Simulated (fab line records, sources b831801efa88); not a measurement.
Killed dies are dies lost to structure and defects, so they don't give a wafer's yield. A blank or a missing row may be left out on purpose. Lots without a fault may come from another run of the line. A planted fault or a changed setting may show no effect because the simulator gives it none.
fab line records | flow sfq_line
record lots=7 wafers=21 last_day=85
route steps=325 shown M7@285 I7@296 M8@311
lots that met no fault: from a run of the same line without faults
start_h: hours from the record's first day to the start of the lot's first wafer shown | wait_h: hours since the lot's step before | " the same as in the row above | L1.1+2: a row that stands for several wafers | - no value, or no start given | * or withheld: withheld | < > ~ a bound
route shown NAME@n: a module of which the file shows steps, and the number in the route of the first | usual: mean/standard deviation of fault-free wafers | same: alike in all rows | chamber/n: place in a boat | sites: the reading at each site | _std_site: their standard deviation | _edge_site: outer sites' mean less inner sites' | radius_mm: how far each site lies from the wafer's centre | mask NAME#n: copy n | behind: the tool/chamber that last shaped the wafer | hold: why the lot was held/for how many hours/how that ended | device: the transistor (n, p or np) that didn't switch | end of line: the same wafers' tests at the end of the route | a step without rows: its recipe alone | killed: dies lost to structure and defects at the first sort, not the wafer's yield | map: a wafer's dies, x killed, . not, _ none there
set.NAME: the setting as run; set.NAME@STEP: as run at that earlier step | model.NAME: the simulator's own value behind a step, which no gauge read
lots at some steps of the route; a table a step, a row a wafer
services: from which hour (start_h, from the record's first day; less than 0 if before it) a tool's chamber was out of use, for how many hours, and why
## steps
# step SFQ_TRILAYER_M7_LITHO_COAT_182
# recipe resist=BARC spin_rpm=3000 resist_thk_nm=62
# step SFQ_TRILAYER_M7_LITHO_COAT_177
# recipe resist=KrF spin_rpm=3000 resist_thk_nm=600
# step SFQ_TRILAYER_M7_LITHO_SOFTBAKE_181
# recipe temp_c=withheld time_s=withheld resist=KrF
# step SFQ_TRILAYER_M7_LITHO_EXPOSE_178
# recipe mask_id=M7 na=0.6 source_shape=conventional sigma_outer=0.65 target_cd_nm=500 dose_mj=14.4
# step SFQ_TRILAYER_M7_LITHO_PEB_180
# recipe peb_temp_c=115 peb_time_s=60 resist=KrF
# step SFQ_TRILAYER_M7_LITHO_DEVELOP_179
# recipe time_s=60 resist=KrF
# step SFQ_M7_OVL_MEAS_945
# usual M7_OVL=-4/5
# columns lot.wafer tool chamber start_h wait_h M7_OVL[nm]
L161.3 overlay-01 - 1657.43 0.1 -5
L161.4 " - " " -9
L161.6 " - " " -6
L164.2 overlay-02 - 1830.10 0.1 0
L164.3 " - " " -4
L164.5 " - " " -5
L168.1 overlay-02 - 1849.30 0.1 -2
L168.5 " - " " -4
L168.6 " - " " -6
L169.1 overlay-02 - 1851.70 0.1 1
L169.5 " - " " -2
L169.6 " - " " -5
L173.1 overlay-01 - 1857.70 0.1 -7
L173.4 " - " " -7
L173.6 " - " " -10
L174.1 overlay-01 - 1858.90 0.1 1
L174.3 " - " " -3
L174.5 " - " " -8
L178.4 overlay-01 - 1867.31 0.1 2
L178.5 " - " " 1
L178.6 " - " " 3
# step SFQ_TRILAYER_M7_BARC_OPEN_METAL_ETCH_229
# recipe mask_material=PR chemistry=O2 target_depth_nm=125 target=BARC icp_w=600 bias_w=80 pressure_mtorr=10 time_s=41.7
# step SFQ_TRILAYER_M7_ETCH_METAL_ETCH_180
# recipe target=Nb stop_on=SiO2 mask_material=PR chemistry=Cl2/Ar target_depth_nm=240 icp_w=600 bias_w=80 pressure_mtorr=10 time_s=120
# usual bias_w=79.92/0.25 drypump_motor_current_A=5.67/0.25 oes_product_au=0.893/0.0084
# same time_s=120
# columns lot.wafer tool chamber start_h wait_h bias_w drypump_motor_current_A oes_product_au rf_hours_counter_h
L161.3 rie_metal-04 1 1657.56 0.1 80.04 5.54 0.904 -
L161.4 " 0 " " 79.65 5.70 0.914 -
L161.6 " 1 " " 80.01 5.57 0.898 -
L164.2 rie_metal-04 1 1830.19 0.0 79.77 5.55 0.907 97
L164.3 " 0 " " 79.73 5.69 0.891 -
L164.5 " 1 " " 79.63 5.57 0.899 -
L168.1 rie_metal-04 0 1849.39 0.0 80.03 5.71 0.877 72
L168.5 " 0 " " 79.99 5.68 0.874 -
L168.6 " 1 " " 80.36 5.54 0.876 -
L169.1 rie_metal-04 1 1851.79 0.0 80.11 5.59 0.890 100
L169.5 " 0 " " 79.55 5.70 0.895 -
L169.6 " 1 " " 80.18 5.55 0.894 -
L173.1 rie_metal-01 0 1857.79 0.0 79.74 5.57 0.893 71
L173.4 " 1 " " 80.08 5.29 0.896 -
L173.6 " 0 " " 79.96 5.53 0.884 -
L174.1 rie_metal-04 0 1858.99 0.0 79.87 5.70 0.886 74
L174.3 " 1 " " 79.83 5.56 0.881 -
L174.5 " 1 " " 79.61 5.56 0.885 -
L178.4 rie_metal-02 0 1867.43 0.1 79.88 5.42 0.888 -
L178.5 " 0 " " 79.85 5.42 0.886 -
L178.6 " 1 " " 80.10 6.21 0.887 -
# step SFQ_TRILAYER_M7_STRIP_STRIP_181
# recipe gas=O2 power_w=200 platen_temp_c=40 overash_fraction=0.65 chemistry=O2 pressure_mtorr=50
# usual drypump_motor_current_A=5.66/0.25 oes_product_au=0.997/0.014 platen_temp_c=40.00/0.12
# columns lot.wafer tool chamber start_h wait_h drypump_motor_current_A oes_product_au platen_temp_c rf_hours_counter_h
L161.3 rie_metal-04 1 1657.84 0.2 5.54 1.004 39.94 -
L161.4 " 0 " " 5.67 0.989 39.89 -
L161.6 " 1 " " 5.55 0.989 39.85 -
L164.2 rie_metal-04 1 1830.32 0.1 5.56 0.995 39.82 97
L164.3 " 0 " " 5.70 0.980 40.16 -
L164.5 " 1 " " 5.56 1.003 39.80 -
L168.1 rie_metal-04 0 1849.52 0.1 5.74 0.984 40.12 73
L168.5 " 0 " " 5.71 0.976 39.89 -
L168.6 " 1 " " 5.57 0.994 40.25 -
L169.1 rie_metal-04 1 1851.92 0.1 5.55 0.994 40.05 100
L169.5 " 0 " " 5.71 0.973 40.28 -
L169.6 " 1 " " 5.53 0.991 40.04 -
L173.1 rie_metal-01 0 1857.92 0.1 5.57 1.007 40.00 71
L173.4 " 1 " " 5.31 0.994 39.95 -
L173.6 " 0 " " 5.56 1.000 40.06 -
L174.1 rie_metal-04 0 1859.12 0.1 5.68 0.980 40.14 75
L174.3 " 1 " " 5.56 0.990 40.09 -
L174.5 " 1 " " 5.56 0.976 39.94 -
L178.4 rie_metal-02 0 1867.72 0.2 5.45 1.013 40.09 -
L178.5 " 0 " " 5.45 0.998 40.02 -
L178.6 " 1 " " 6.22 1.016 40.03 -
# step SFQ_TRILAYER_M7_STRIP_SOLV_CLEAN_182
# recipe chemistry=NMP temp_c=70 time_s=600
# step SFQ_TRILAYER_I7_DEP_PECVD_183
# recipe material=SiO2 temp_c=150 time_s=111.11 pressure_torr=2.4 rf_w=183.3 precursor=SiH4/N2O target_thk_nm=500
# usual heater_power_w=84/22 throttle_valve_pct=24.9/1
# same time_s=111.11
# columns lot.wafer tool chamber start_h wait_h heater_power_w throttle_valve_pct
L161.3 pecvd-03 2 1658.42 0.0 69 24.5
L161.4 " 1 " " 55 24.9
L161.6 " 0 " " 112 25.1
L164.2 pecvd-01 2 1831.11 0.0 85 26.5
L164.3 " 0 " " 50 25.0
L164.5 " 0 " " 53 25.4
L168.1 pecvd-01 1 1850.29 0.0 110 25.1
L168.5 " 0 " " 59 25.4
L168.6 " 2 " " 91 26.6
L169.1 pecvd-01 1 1852.69 0.0 111 25.0
L169.5 " 2 " " 89 26.6
L169.6 " 1 " " 117 25.3
L173.1 pecvd-03 0 1858.69 0.0 112 25.2
L173.4 " 1 " " 59 25.2
L173.6 " 0 " " 114 25.1
L174.1 pecvd-01 0 1859.89 0.0 56 25.0
L174.3 " 2 " " 88 26.7
L174.5 " 1 " " 116 25.2
L178.4 pecvd-01 1 1868.33 0.0 111 25.2
L178.5 " 0 " " 47 25.2
L178.6 " 2 " " 88 26.6
# step SFQ_TRILAYER_I7_CMP_CMP_184
# recipe material=SiO2 down_force_psi=3 platen_rpm=60 pad_velocity_m_s=0.94248
# usual head_pressure_psi=2.999/0.0061 motor_current_A=10.0/0.58 slurry_flow_ml_min=150.0/0.45 time_to_endpoint_s=212/9
# columns lot.wafer tool chamber start_h wait_h head_pressure_psi motor_current_A slurry_flow_ml_min time_to_endpoint_s model.SiO2_of_TRILAYER_I7_DEP_PECVD_183.thk_nm
L161.4 cmp-02 2 1658.50 0.0 2.993 10.6 150.4 225 199.5
L161.3 " 1 1660.00 1.5 3.004 10.3 149.4 203 198.4
L161.6 " 3 1661.00 2.5 2.993 9.5 149.4 200 199.2
L164.2 cmp-01 0 1834.16 3.0 2.995 10.8 150.2 198 200.1
L164.3 " 1 " " 3.006 9.6 149.9 223 202.5
L164.5 " 0 1836.16 5.0 3.002 10.8 150.0 216 199.6
L168.1 cmp-02 3 1853.95 3.6 3.004 8.9 149.8 194 199.7
L168.5 " 2 1855.45 5.1 3.006 10.4 149.3 220 201
L168.6 " 3 " " 3.012 9.5 149.9 207 199.2
L169.1 cmp-01 0 1859.16 6.4 2.999 10.7 149.8 274 302.3
L169.6 " 2 1860.16 7.4 3.002 10.5 149.4 274 303.3
L169.5 " 3 " " 2.991 9.6 149.8 275 301
L173.4 cmp-01 3 1870.66 11.9 3.000 8.9 149.5 294 308.9
L173.1 " 0 " " 3.004 11.1 149.8 278 304.8
L173.6 " 2 1872.16 13.4 2.998 10.1 150.1 281 305.8
L174.3 cmp-01 3 1873.66 13.7 2.996 9.9 149.7 267 298.7
L174.1 " 0 " " 3.001 10.4 149.5 275 302.1
L174.5 " 3 1875.66 15.7 3.011 9.4 149.6 275 300.2
L178.4 cmp-02 1 1883.45 15.1 3.003 9.9 149.4 197 198.1
L178.6 " 1 1885.45 17.1 3.005 10.2 150.5 203 198.8
L178.5 " 2 " " 2.993 10.6 150.2 215 200.9
# step SFQ_I7_BOW_MEAS_946
# recipe mode=bow
# usual I7_BOW=4/11
# columns lot.wafer tool chamber start_h wait_h I7_BOW[um]
L161.3 film_metro-02 - 1661.54 1.0 14
L161.4 " - " " 14
L161.6 " - " " 16
L164.2 film_metro-03 - 1837.18 2.5 3
L164.3 " - " " -1
L164.5 " - " " -2
L168.1 film_metro-02 - 1856.45 2.0 -8
L168.5 " - " " 7
L168.6 " - " " -2
L169.1 film_metro-03 - 1861.16 1.5 11
L169.5 " - " " 1
L169.6 " - " " 31
L173.1 film_metro-03 - 1873.16 1.5 7
L173.4 " - " " 16
L173.6 " - " " 3
L174.1 film_metro-01 - 1876.16 1.5 1
L174.3 " - " " 11
L174.5 " - " " 3
L178.4 film_metro-01 - 1886.51 2.6 10
L178.5 " - " " -2
L178.6 " - " " 5
# step SFQ_TRILAYER_I7_METRO_MEASURE_185
# usual thk_nm=199.8/1.4
# columns lot.wafer tool chamber start_h wait_h thk_nm
L161.3 film_metro-02 - 1662.02 0.5 198.4
L161.4 " - " " 199.4
L161.6 " - " " 199.2
L164.2 film_metro-03 - 1837.48 0.3 200.0
L164.3 " - " " 202.5
L164.5 " - " " 199.6
L168.1 film_metro-02 - 1856.57 0.1 199.6
L168.5 " - " " 201.2
L168.6 " - " " 199.3
L169.1 film_metro-03 - 1861.28 0.1 302.5
L169.5 " - " " 301.1
L169.6 " - " " 303.3
L173.1 film_metro-03 - 1873.28 0.1 304.4
L173.4 " - " " 309.0
L173.6 " - " " 306.1
L174.1 film_metro-01 - 1876.28 0.1 301.9
L174.3 " - " " 298.8
L174.5 " - " " 300.4
L178.4 film_metro-01 - 1887.17 0.6 198.0
L178.5 " - " " 201.1
L178.6 " - " " 198.8
# step SFQ_TRILAYER_I7_VIA_LITHO_COAT_192
# recipe resist=BARC spin_rpm=3000 resist_thk_nm=62
# step SFQ_TRILAYER_I7_VIA_LITHO_COAT_187
# recipe resist=KrF spin_rpm=3000 resist_thk_nm=650
# step SFQ_TRILAYER_I7_VIA_LITHO_SOFTBAKE_191
# recipe temp_c=withheld time_s=withheld resist=KrF
# step SFQ_TRILAYER_I7_VIA_LITHO_EXPOSE_188
# recipe mask_id=I7 na=0.6 source_shape=conventional sigma_outer=0.65 target_cd_nm=1000 dose_mj=21.3
# step SFQ_TRILAYER_I7_VIA_LITHO_PEB_190
# recipe peb_temp_c=115 peb_time_s=60 resist=KrF
# step SFQ_TRILAYER_I7_VIA_LITHO_DEVELOP_189
# recipe time_s=60 resist=KrF
# step SFQ_I7_OVL_MEAS_947
# usual I7_OVL=-2/4.8
# columns lot.wafer tool chamber start_h wait_h I7_OVL[nm]
L161.3 overlay-02 - 1778.25 0.1 -1
L161.4 " - " " 0
L161.6 " - " " 1
L164.2 overlay-02 - 1902.50 0.1 -1
L164.3 " - " " -1
L164.5 " - " " 4
L168.1 overlay-01 - 1926.49 0.1 9
L168.5 " - " " 4
L168.6 " - " " 9
L169.1 overlay-02 - 1932.49 0.1 0
L169.5 " - " " -1
L169.6 " - " " -1
L173.1 overlay-02 - 1951.70 0.1 1
L173.4 " - " " 2
L173.6 " - " " 2
L174.1 overlay-01 - 1960.10 0.1 5
L174.3 " - " " 2
L174.5 " - " " 1
L178.4 overlay-01 - 1975.92 0.1 12
L178.5 " - " " 9
L178.6 " - " " -1
# step SFQ_TRILAYER_I7_VIA_BARC_OPEN_VIA_ETCH_260
# recipe mask_material=PR chemistry=O2 target_depth_nm=125 target=BARC source_w=500 bias_w=80 pressure_mtorr=30 time_s=41.7
# usual bias_w=80.02/0.24 drypump_motor_current_A=5.5/0.4 oes_product_au=0.684/0.005
# same time_s=41.7
# columns lot.wafer tool chamber start_h wait_h bias_w drypump_motor_current_A oes_product_au rf_hours_counter_h
L161.3 rie_diel-03 2 1778.28 0.0 79.67 6.1 0.683 6
L161.4 " 1 " " 79.43 4.8 0.684 10
L161.6 " 1 " " 79.94 4.8 0.683 -
L164.2 rie_diel-03 1 1902.53 0.0 79.73 4.8 0.685 11
L164.3 " 2 " " 80.25 6.1 0.683 8
L164.5 " 1 " " 79.90 4.8 0.694 -
L168.1 rie_diel-03 3 1926.53 0.0 79.72 5.1 0.688 16
L168.5 " 3 " " 79.49 5.1 0.677 -
L168.6 " 2 " " 80.30 6.1 0.682 -
L169.1 rie_diel-04 0 1932.53 0.0 79.78 5.8 0.687 20
L169.5 " 0 " " 79.86 5.8 0.681 -
L169.6 " 1 " " 79.68 6.0 0.688 -
L173.1 rie_diel-03 1 1951.74 0.0 79.87 4.8 0.679 12
L173.4 " 0 " " 80.31 5.9 0.673 2
L173.6 " 0 " " 79.95 5.8 0.688 -
L174.1 rie_diel-04 1 1960.14 0.0 79.61 6.0 0.683 9
L174.3 " 2 " " 80.03 5.2 0.681 4
L174.5 " 2 " " 79.94 5.2 0.682 -
L178.4 rie_diel-03 0 1975.94 0.0 79.86 5.8 0.685 2
L178.5 " 2 " " 80.26 6.1 0.689 -
L178.6 " 3 " " 80.10 5.1 0.687 -
# step SFQ_TRILAYER_I7_VIA_ETCH_VIA_ETCH_190
# recipe target=SiO2 stop_on=Nb mask_material=PR taper_deg=20 chemistry=CHF3 target_depth_nm=260 source_w=500 bias_w=80 pressure_mtorr=30 time_s=withheld
# usual bias_w=80.00/0.23 drypump_motor_current_A=5.5/0.4 oes_product_au=0.854/0.0059
# columns lot.wafer tool chamber start_h wait_h bias_w drypump_motor_current_A oes_product_au model.etch.depth_nm model.I7.feature_depth_nm
L161.3 rie_diel-03 2 1778.32 0.0 79.85 6.1 0.850 198.4 198.4
L161.4 " 1 " " 80.06 4.8 0.850 199.5 199.5
L161.6 " 1 " " 79.80 4.8 0.853 199.2 199.2
L164.2 rie_diel-03 1 1902.57 0.0 80.14 4.8 0.859 200.1 200.1
L164.3 " 2 " " 80.51 6.1 0.863 202.5 202.5
L164.5 " 1 " " 79.98 4.8 0.850 199.6 199.6
L168.1 rie_diel-03 3 1926.57 0.0 80.08 5.1 0.847 199.7 199.7
L168.5 " 3 " " 80.13 5.1 0.857 201 201
L168.6 " 2 " " 80.26 6.1 0.847 199.2 199.2
L169.1 rie_diel-04 0 1932.57 0.0 80.53 5.8 0.997 255.9 255.9
L169.5 " 0 " " 80.44 5.8 0.997 255.2 255.2
L169.6 " 1 " " 79.92 6.0 1.012 261.2 261.2
L173.1 rie_diel-03 1 1951.78 0.0 80.10 4.8 0.997 258.6 258.6
L173.4 " 0 " " 80.08 5.8 0.997 261.9 261.9
L173.6 " 0 " " 80.11 5.8 1.001 262 262
L174.1 rie_diel-04 1 1960.18 0.0 80.20 6.0 1.011 259.2 259.2
L174.3 " 2 " " 79.85 5.2 0.993 255 255
L174.5 " 2 " " 79.86 5.2 0.983 251.6 251.6
L178.4 rie_diel-03 0 1975.98 0.0 79.79 5.8 0.852 198.1 198.1
L178.5 " 2 " " 80.11 6.1 0.850 200.9 200.9
L178.6 " 3 " " 80.23 5.1 0.847 198.8 198.8
# step SFQ_TRILAYER_I7_VIA_STRIP_STRIP_191
# recipe gas=O2 power_w=200 platen_temp_c=40 overash_fraction=0.65 chemistry=O2 pressure_mtorr=50
# usual drypump_motor_current_A=6.1/0.41 oes_product_au=0.998/0.011 platen_temp_c=40.02/0.1
# columns lot.wafer tool chamber start_h wait_h drypump_motor_current_A oes_product_au platen_temp_c rf_hours_counter_h
L161.3 rie_metal-04 0 1778.63 - 5.7 0.969 40.03 -
L161.4 " 1 " " 5.5 0.997 40.09 -
L161.6 " 0 " " 5.7 0.985 40.03 -
L164.2 rie_metal-02 0 1902.68 - 5.4 1.008 40.04 10
L164.3 " 0 " " 5.4 1.010 40.02 -
L164.5 " 0 " " 5.4 1.008 40.03 -
L168.1 rie_metal-03 1 1926.68 - 6.6 0.997 39.98 34
L168.5 " 1 " " 6.6 0.993 40.12 -
L168.6 " 0 " " 6.2 0.983 39.91 -
L169.1 rie_metal-03 1 1932.68 - 6.6 0.996 39.97 35
L169.5 " 0 " " 6.2 0.992 40.05 -
L169.6 " 1 " " 6.6 0.998 39.96 -
L173.1 rie_metal-04 0 1951.89 - 5.7 0.991 40.14 87
L173.4 " 0 " " 5.7 0.992 39.95 -
L173.6 " 0 " " 5.7 0.987 40.17 -
L174.1 rie_metal-03 1 1960.29 - 6.6 1.010 39.87 40
L174.3 " 1 " " 6.6 1.000 39.91 -
L174.5 " 1 " " 6.6 1.002 39.98 -
L178.4 rie_metal-03 1 1976.30 - 6.6 0.997 40.19 -
L178.5 " 1 " " 6.5 0.996 40.08 -
L178.6 " 0 " " 6.2 0.985 40.14 -
# step SFQ_TRILAYER_I7_VIA_STRIP_SOLV_CLEAN_192
# recipe chemistry=NMP temp_c=70 time_s=600
# step SFQ_TRILAYER_M8_LITHO_LOR_COAT_197
# recipe resist=lift-off spin_rpm=3000
# step SFQ_TRILAYER_M8_LITHO_LOR_BAKE_198
# recipe resist=lift-off temp_c=withheld time_s=withheld
# step SFQ_TRILAYER_M8_LITHO_COAT_193
# recipe resist=KrF spin_rpm=3000 resist_thk_nm=600
# step SFQ_TRILAYER_M8_LITHO_SOFTBAKE_199
# recipe temp_c=withheld time_s=withheld resist=KrF
# step SFQ_TRILAYER_M8_LITHO_EXPOSE_194
# recipe mask_id=M8 na=0.6 source_shape=conventional sigma_outer=0.65 target_cd_nm=2000 dose_mj=14.4
# step SFQ_TRILAYER_M8_LITHO_PEB_196
# recipe peb_temp_c=115 peb_time_s=60 resist=KrF
# step SFQ_TRILAYER_M8_LITHO_DEVELOP_195
# recipe img_clear_s=15 time_s=55 resist=KrF
# step SFQ_M8_OVL_MEAS_948
# usual M8_OVL=-1/5.6
# columns lot.wafer tool chamber start_h wait_h M8_OVL[nm]
L161.3 overlay-02 - 1836.10 0.1 0
L161.4 " - " " 1
L161.6 " - " " 5
L164.2 overlay-01 - 1907.44 0.1 -3
L164.3 " - " " -2
L164.5 " - " " -2
L168.1 overlay-02 - 2002.30 0.1 0
L168.5 " - " " -2
L168.6 " - " " 4
L169.1 overlay-01 - 2009.50 0.1 -7
L169.5 " - " " -3
L169.6 " - " " -8
L173.1 overlay-01 - 2027.18 0.1 2
L173.4 " - " " -6
L173.6 " - " " -2
L174.1 overlay-01 - 2033.18 0.1 -6
L174.3 " - " " -8
L174.5 " - " " -1
L178.4 overlay-02 - 2043.99 0.1 -9
L178.5 " - " " -6
L178.6 " - " " -3
# step SFQ_TRILAYER_M8_DEP_EVAP_197
# recipe material=Ti angular_spread_deg=1 target_thk_nm=20 time_s=100 power_w=2000
# step SFQ_TRILAYER_M8_DEP_EVAP_198
# recipe material=Pt angular_spread_deg=1 target_thk_nm=50 time_s=250 power_w=2000
# step SFQ_TRILAYER_M8_DEP_EVAP_196
# recipe material=Au angular_spread_deg=1 target_thk_nm=180 time_s=900 power_w=2000
# step SFQ_M8_RS_MEAS_949
# recipe thk_meas_gauge=four-point-probe reads=Au_of_TRILAYER_M8_DEP_EVAP_196+Pt_of_TRILAYER_M8_DEP_EVAP_198+Ti_of_TRILAYER_M8_DEP_EVAP_197
# usual M8_AU_RS=0.1536/0.002
# columns lot.wafer tool chamber start_h wait_h M8_AU_RS[ohm/sq]
L161.3 film_metro-04 - 1836.91 0.3 0.1497
L161.4 " - " " 0.1534
L161.6 " - " " 0.1511
L164.2 film_metro-04 - 1908.23 0.3 0.1498
L164.3 " - " " 0.1510
L164.5 " - " " 0.1508
L168.1 film_metro-01 - 2003.08 0.3 0.1532
L168.5 " - " " 0.1538
L168.6 " - " " 0.1522
L169.1 film_metro-02 - 2010.28 0.3 0.1572
L169.5 " - " " 0.1556
L169.6 " - " " 0.1559
L173.1 film_metro-01 - 2028.05 0.3 0.1553
L173.4 " - " " 0.1554
L173.6 " - " " 0.1552
L174.1 film_metro-02 - 2033.96 0.3 0.1533
L174.3 " - " " 0.1545
L174.5 " - " " 0.1540
L178.4 film_metro-02 - 2044.82 0.3 0.1516
L178.5 " - " " 0.1521
L178.6 " - " " 0.1540
# step SFQ_M8_THK_MEAS_950
# recipe thk_meas_gauge=xrf reads=Au_of_TRILAYER_M8_DEP_EVAP_196
# usual M8_AU_THK=180.6/2.2
# columns lot.wafer tool chamber start_h wait_h M8_AU_THK[nm]
L161.3 film_metro-04 - 1837.01 0.1 183.6
L161.4 " - " " 179.2
L161.6 " - " " 181.4
L164.2 film_metro-04 - 1908.34 0.1 184.1
L164.3 " - " " 182.2
L164.5 " - " " 183.3
L168.1 film_metro-01 - 2003.20 0.1 181.9
L168.5 " - " " 180.9
L168.6 " - " " 183.0
L169.1 film_metro-02 - 2010.40 0.1 176.5
L169.5 " - " " 178.0
L169.6 " - " " 178.5
L173.1 film_metro-01 - 2028.17 0.1 179.9
L173.4 " - " " 179.4
L173.6 " - " " 179.6
L174.1 film_metro-02 - 2034.08 0.1 180.6
L174.3 " - " " 179.5
L174.5 " - " " 179.7
L178.4 film_metro-02 - 2044.91 0.1 182.6
L178.5 " - " " 181.3
L178.6 " - " " 179.5
# step SFQ_TRILAYER_M8_LIFTOFF_LIFTOFF_197
# recipe temp_c=80 time_s=600 chemistry=NMP
# step SFQ_M8_BOW_MEAS_951
# recipe mode=bow
# usual M8_BOW=5/11
# columns lot.wafer tool chamber start_h wait_h M8_BOW[um] model.etest.i7.link_ohm
L161.3 film_metro-02 - 1837.26 0.0 16 1.039
L161.4 " - " " 17 1.037
L161.6 " - " " 18 1.045
L164.2 film_metro-01 - 1908.59 0.0 4 1.038
L164.3 " - " " 1 1.033
L164.5 " - " " -1 1.04
L168.1 film_metro-02 - 2003.43 0.0 -7 1.081
L168.5 " - " " 8 1.081
L168.6 " - " " -1 1.073
L169.1 film_metro-01 - 2010.63 0.0 13 1e+06
L169.5 " - " " 1 1e+06
L169.6 " - " " 33 1e+06
L173.1 film_metro-02 - 2028.40 0.0 6 1e+06
L173.4 " - " " 15 1e+06
L173.6 " - " " 3 1e+06
L174.1 film_metro-04 - 2034.31 0.0 3 1e+06
L174.3 " - " " 11 1e+06
L174.5 " - " " 4 1e+06
L178.4 film_metro-01 - 2045.17 0.1 11 1.059
L178.5 " - " " -1 1.058
L178.6 " - " " 5 1.062
## services
# columns tool chamber start_h hours kind
rie_metal-03 - 1641.04 2.8 pm
rie_diel-04 3 1650.28 5.5 repair
rie_diel-04 1 1650.32 5.3 repair
pecvd-01 0 1660.77 8.6 repair
rie_diel-03 - 1664.08 0.5 repair
rie_diel-03 - 1680.26 2.8 pm
rie_metal-04 - 1702.26 0.6 repair
rie_metal-04 1 1703.46 21.6 repair
pecvd-01 0 1721.39 13.1 repair
rie_metal-04 - 1724.32 2.8 pm
pecvd-01 - 1725.04 3.1 repair
rie_metal-03 0 1726.42 20.9 repair
cmp-01 - 1734.89 0.2 repair
pecvd-01 0 1747.38 16.0 repair
rie_metal-04 - 1781.05 1.9 repair
rie_metal-04 - 1788.67 4.2 repair
pecvd-01 1 1816.46 4.5 repair
rie_diel-03 1 1819.70 4.9 repair
rie_diel-03 3 1839.68 7.5 repair
rie_diel-03 3 1851.60 1.2 repair
rie_diel-03 - 1858.78 0.1 repair
rie_diel-03 3 1878.19 4.3 repair
pecvd-01 - 1908.23 6.0 pm
pecvd-01 - 1914.23 5.5 pm
## key
first_sign step=SFQ_TRILAYER_I7_CMP_CMP_184 reading=time_to_endpoint_s direction=up sigmas=7.2 usual=* struck=*
effect step=SFQ_TRILAYER_I7_METRO_MEASURE_185 reading=thk_nm direction=up sigmas=74 usual=199.8 struck=303.1
effect step=SFQ_TRILAYER_I7_VIA_ETCH_VIA_ETCH_190 reading=oes_product_au direction=up sigmas=25 usual=0.854 struck=0.999
model_effect step=SFQ_TRILAYER_I7_CMP_CMP_184 value=SiO2_of_TRILAYER_I7_DEP_PECVD_183.thk_nm without=198.9 struck=303
model_effect step=SFQ_TRILAYER_I7_VIA_ETCH_VIA_ETCH_190 value=etch.depth_nm without=198.9 struck=257.8
model_effect step=SFQ_M8_BOW_MEAS_951 value=etest.i7.link_ohm without=1.061 struck=1e+06
met_at SFQ_TRILAYER_I7_CMP_CMP_184
struck_wafers L169.1,L169.5,L169.6,L173.1,L173.4,L173.6,L174.1,L174.3,L174.5
onset_between 1834.16 1859.16
fault kind=process_parameter_drift tool=cmp-01 chamber=- onset_h=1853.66 steps=SFQ_TRILAYER_I7_CMP_CMP_184 channel=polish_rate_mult offset=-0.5 shape=step end_h=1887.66
